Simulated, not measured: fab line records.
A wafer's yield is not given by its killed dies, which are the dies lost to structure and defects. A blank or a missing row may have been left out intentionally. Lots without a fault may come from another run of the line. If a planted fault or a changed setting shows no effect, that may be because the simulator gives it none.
Problem report in the 8D (eight disciplines) form, filled by code ; flow gf180mcu ; the parts of the form that need people (team, actions taken, sign-off) are left out

1. THE ISSUE
Wafers free of any fault read 450 nm (standard deviation 4.6) for M1_ALCU_THK at GF_M1_THK_MEAS_06, against a mean of 418 nm on 2 wafers of 2 lots. Measured from the usual mean, that is -7.1 standard deviations.
The step: measures by xrf.
Earliest sighting: wafer L160.4 on film-metro-02 at day 22 03:07. At this step, 18 wafers from 6 lots have a number in the record. The rule behind "out" and "out of limits": a value lying over 4 standard deviations away from the usual mean. The other wafers with a number count as sound.

2. WHAT IT IS, WHAT IT ISN'T
question;is;is not
which readings at this step;M1_ALCU_THK;-
which lots;L160, L161;L146, L148, L166, L168
which wafers of those lots;L160.4, L161.3;L160.1, L160.3, L161.4, L161.5
read on which gauges;film-metro-02, film-metro-03;-
when;from day 22 03:07;"up to then (8 sound wafers); but 8 sound wafers of L161, L166, L168 came after"

3. WHAT RULES OUT EACH SUSPECT
Counting: a tool at a process step up to the reading stays a suspect if it ran every lot that is out. Sound lots after the first of them don't rule it out here, since some wafers of a struck lot are sound.
- the gauge at GF_M1_THK_MEAS_06 has been ruled out. The wafers that are out were read on 2 gauges (film-metro-02, film-metro-03).
- cmp-01 at GF_CONTACT_CMP_27 (polishes, stops on SiO2, t overpolish 15 s, target thk 0 nm): kept. Ran every lot that is out, first one L160 (day 22 02:28); last sound lot up to then L148 (day 17 16:38).
- pvd-sputter-01 at GF_M1_SPUTTER_00 (material Ti, target thk 37.5 nm, time 150 s): kept. Ran every lot that is out, first one L160 (day 22 02:46); last sound lot up to then L148 (day 17 16:56).
- pvd-sputter-01 at GF_M1_SPUTTER_04 (material TiN, target thk 50 nm, time 41.7 s): kept. Ran every lot that is out, first one L160 (day 22 02:57); last sound lot up to then L148 (day 17 17:07).
After the count, these remain: cmp-01 at GF_CONTACT_CMP_27, pvd-sputter-01 at GF_M1_SPUTTER_00 and pvd-sputter-01 at GF_M1_SPUTTER_04.

4. THE CAUSE (what the simulator had put in)
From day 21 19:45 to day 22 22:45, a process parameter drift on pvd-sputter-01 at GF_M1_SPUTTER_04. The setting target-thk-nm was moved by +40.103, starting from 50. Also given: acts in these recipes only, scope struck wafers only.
Of the 3 suspects that counting leaves, this tool is one.

5. SEQUENCE OF EFFECTS, ordered by route
Each row: a reading where the mean over the struck wafers with a number is more than 3 standard deviations away from the usual. Readings are gone through only where the record gives a usual standard deviation; hours: the median, over the lots, of the time from a lot's start at the first step in this table giving one to that lot's start at this step; sigmas: the change measured in usual standard deviations.
hours;step;reading;usual;on struck wafers;change;sigmas
0;GF_M1_THK_MEAS_06;M1_ALCU_THK;450 nm;418;-32;-7.1
Later steps that measure or inspect, where all struck wafers having a row at the step show a number for every such reading and not one has moved that far: GF_M1_CD_MEAS_14, GF_M1_OVL_MEAS_15, GF_V1_THK_MEAS_01, GF_V1_THK_MEAS_03, GF_V1_BOW_MEAS_05.

6. WHAT WOULD HAVE CAUGHT IT SOONER
The first out-of-limits reading at a measuring or inspecting step in this record came at day 22 03:07, 7 hours after the fault's start at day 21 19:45.
Of the tool readings at GF_M1_SPUTTER_04 for which the record gives a usual standard deviation, none was out on any struck wafer, so an alarm limit of 4 standard deviations on them would not have fired.
Among the 2 lots that are out, L161 began GF_M1_SPUTTER_04 on pvd-sputter-01 after day 22 03:07. Had the tool been put on hold then, it would have been spared.
